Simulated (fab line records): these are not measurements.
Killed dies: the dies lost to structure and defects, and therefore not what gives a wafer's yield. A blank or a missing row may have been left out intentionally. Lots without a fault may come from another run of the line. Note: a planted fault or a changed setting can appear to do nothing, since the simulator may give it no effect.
2 desks, one fault -- flow gf180mcu -- only its own numbers are on each desk; what lay behind them is given at the end

== THE TOOL OWNER'S DESK: litho_track-01 ==
The tool's own readings at GF_TOP_METAL_COAT_09 (resist thk 1500 nm): means of the sampled wafers that have a number, for each lot that ran on this tool. If a lot's mean is further than 4 standard deviations from the usual mean, the lot is out of limits and carries the mark OUT (the distance appears in the brackets).
Columns: A = chill_plate_temp_C at GF_TOP_METAL_COAT_09, usual 23.02 C; B = dispense_pressure_kPa at GF_TOP_METAL_COAT_09, usual 50.2 kPa
lot,first seen here,A,B
L312,day 27 23:47,23.03,49.7
L316,day 29 07:21,23.04,49.7
L325,day 32 08:24,23.03,49.8
This desk's verdict: no lot among the 3 shows anything out of limits.

== METROLOGY DESK ==
What the gauges read, lot by lot, whatever tool the lot ran on: means of the sampled wafers that have a number. If a lot's mean is further than 4 standard deviations from the usual mean, the lot is out of limits and carries the mark OUT (the distance appears in the brackets).
Columns: A = V4_CVD_00_THK at GF_V4_THK_MEAS_01, usual 601 nm; B = cd_nm at GF_TOP_METAL_CD_MEAS_14, usual 440.1 nm; C = TOP_METAL_OVL at GF_TOP_METAL_OVL_MEAS_15, usual 0.1 nm
lot,first seen here,A,B,C
L311,day 23 11:19,602,439.0,-0.3
L312,day 23 20:05,605,441.2,1.8
L314,day 24 10:12,604,436.6,-0.8
L315,day 25 07:22,603,447.1,2.1
L316,day 25 07:44,614,440.9,-3.1
L319,day 26 17:32,603,441.7,1.4
L318,day 26 17:47,604,440.6,-1.6
L325,day 28 14:17,604,456.5 (+6.6) OUT,-0.9
L328,day 29 05:56,595,441.5,0.4
L332,day 30 04:52,605,438.0,-1.4
L333,day 30 13:42,595,439.4,-3.2
This desk finds L325 out of limits, L325 being first, at day 32 16:45 (cd_nm at GF_TOP_METAL_CD_MEAS_14). Within limits: L311, L312, L314, L315, L316, L319, L318, L328, L332, L333.

== PUT TOGETHER ==
L325 would have let the metrology desk raise an alarm at day 32 16:45.
The desk of the tool owner found nothing out of limits.
On record at the tool owner's desk: L325, within its limits.
Every lot named ran GF_TOP_METAL_COAT_09 on litho_track-01.

== WHAT THE SIMULATOR PUT IN ==
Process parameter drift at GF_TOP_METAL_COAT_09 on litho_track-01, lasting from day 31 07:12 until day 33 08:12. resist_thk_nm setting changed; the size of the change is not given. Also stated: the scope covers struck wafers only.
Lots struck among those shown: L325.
Delay in hours, fault start to first out-of-limits reading, per desk: metrology desk 34.
